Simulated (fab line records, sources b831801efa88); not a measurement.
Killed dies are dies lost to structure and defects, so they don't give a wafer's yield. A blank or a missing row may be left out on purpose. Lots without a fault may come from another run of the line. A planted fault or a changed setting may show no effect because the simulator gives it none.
One fault seen from 2 desks | flow gf180mcu | each desk has only its own numbers; what lay behind them comes last

THE METROLOGY DESK
What the gauges read, lot by lot, whatever tool the lot ran on: means of the sampled wafers that have a number. A lot is out of limits, marked OUT, if its mean lies more than 4 standard deviations from the usual mean; the brackets give that distance.
Columns: A = cd_nm at GF_M1_CD_MEAS_14, usual 229.4 nm; B = M2_ALCU_RS at GF_M2_RS_MEAS_05, usual 0.0691 ohm/sq; C = M2_ALCU_THK at GF_M2_THK_MEAS_06, usual 447 nm
lot  | first seen here | A     | B      | C
L642 | day 17 03:13    | 230.2 | 0.0677 | 454
L643 | day 17 12:22    | 229.2 | 0.0684 | 452
L644 | day 17 15:09    | 229.2 | 0.0688 | 448
L645 | day 18 12:31    | 230.1 | 0.0691 | 450
L648 | day 19 05:33    | 228.4 | 0.0695 | 442
L656 | day 22 04:07    | 231.0 | 0.0692 | 452
L657 | day 22 16:25    | 228.3 | 0.0689 | 447
L660 | day 23 13:24    | 230.9 | 0.0698 | 442
L663 | day 24 14:57    | 229.1 | 0.0695 | 443
L664 | day 24 16:42    | 229.9 | 0.0702 | 441
L665 | day 25 04:20    | 230.0 | 0.0687 | 449
This desk's finding: nothing out of limits on any of the 11 lots.

THE TOOL OWNER'S DESK: pvd_sputter-04
The tool's own readings at GF_M2_SPUTTER_04 (material TiN, target thk 50 nm, time 41.7 s): means of the sampled wafers that have a number, for each lot that ran on this tool. A lot is out of limits, marked OUT, if its mean lies more than 4 standard deviations from the usual mean; the brackets give that distance.
Columns: A = throttle_valve_pct at GF_M2_SPUTTER_04, usual 29.5 %
lot  | first seen here | A
L642 | day 18 05:43    | 30.6
L643 | day 18 15:05    | 30.3
L648 | day 20 09:27    | 30.3
L656 | day 23 06:02    | 29.1
This desk's finding: nothing out of limits on any of the 4 lots.

PUT TOGETHER
The metrology desk saw nothing out of limits.
The tool owner's desk saw nothing out of limits.

WHAT THE SIMULATOR HAD PUT IN
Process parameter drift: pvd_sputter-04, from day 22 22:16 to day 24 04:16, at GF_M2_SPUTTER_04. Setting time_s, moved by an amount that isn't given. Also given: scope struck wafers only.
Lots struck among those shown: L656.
